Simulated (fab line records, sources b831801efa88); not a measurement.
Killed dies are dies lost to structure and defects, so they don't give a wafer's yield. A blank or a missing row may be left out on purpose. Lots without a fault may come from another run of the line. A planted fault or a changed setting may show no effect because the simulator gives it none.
Chamber matching | flow gf180mcu | GF_V1_CMP_04 on cmp-02: 4 sister chambers
The step polishes SiO2. 14 wafers are shown with their chamber, then 7 later ones without.

WAFERS WITH THEIR CHAMBER
wafer  | chamber | motor_current_A (A) | time_to_endpoint_s (s) | slurry_flow_ml_min
L903.3 | 3       | 12.7                | 82                     | 150.2
L903.4 | 0       | 14.7                | 81                     | 149.8
L903.6 | 2       | 10.9                | 91                     | 150.6
L910.3 | 0       | 14.2                | 71                     | 149.7
L910.5 | 1       | 10.4                | 80                     | 150.5
L910.6 | 0       | 13.7                | 74                     | 149.6
L913.1 | 1       | 10.4                | 78                     | 149.9
L913.5 | 2       | 11.0                | 84                     | 149.4
L913.6 | 3       | 12.5                | 82                     | 150.3
L914.3 | 1       | 10.2                | 83                     | 150.0
L914.4 | 0       | 13.9                | 81                     | 150.6
L914.6 | 3       | 13.0                | 87                     | 150.4
L915.1 | 3       | 12.4                | 71                     | 149.5
L915.5 | 1       | 10.7                | 73                     | 149.4

SIGNATURES (means of the wafers above)
reading            | chamber 0 | chamber 1 | chamber 2 | chamber 3 | scatter within a chamber
motor_current_A    | 14.125    | 10.425    | 10.950    | 12.650    | 0.302
time_to_endpoint_s | 76.75     | 78.50     | 87.50     | 80.50     | 5.4
slurry_flow_ml_min | 149.925   | 149.950   | 150.000   | 150.100   | 0.496
Rule: a wafer's distance from a chamber is the root of the sum, over the readings, of the square of ((its reading less the chamber's mean) divided by the reading's scatter). The wafer belongs to the nearest chamber; if the next one is less than 2 further off, it can't be placed. The scatter: the root of (the sum of the squares of (reading less its chamber's mean) over the shown wafers, divided by (wafers less chambers)).

WAFERS WITHOUT THEIR CHAMBER
wafer  | motor_current_A (A) | time_to_endpoint_s (s) | slurry_flow_ml_min
L915.6 | 14.2                | 70                     | 149.8
L922.1 | 13.9                | 77                     | 149.5
L922.4 | 11.1                | 86                     | 149.5
L922.5 | 12.0                | 90                     | 150.5
L923.1 | 10.8                | 79                     | 149.9
L923.4 | 13.5                | 75                     | 149.9
L923.5 | 12.9                | 84                     | 150.5

WHICH CHAMBER EACH WENT THROUGH
wafer  | from the rows above     | in truth
L915.6 | 0                       | 0
L922.1 | 0                       | 0
L922.4 | can't be placed: 2 or 1 | 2
L922.5 | can't be placed: 3 or 2 | 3
L923.1 | can't be placed: 1 or 2 | 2
L923.4 | can't be placed: 0 or 3 | 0
L923.5 | 3                       | 3
Placed correctly: 3 of 7. Can't be placed from these rows: 4 (the true chamber is among the candidates in 4). Placed wrongly: 0.
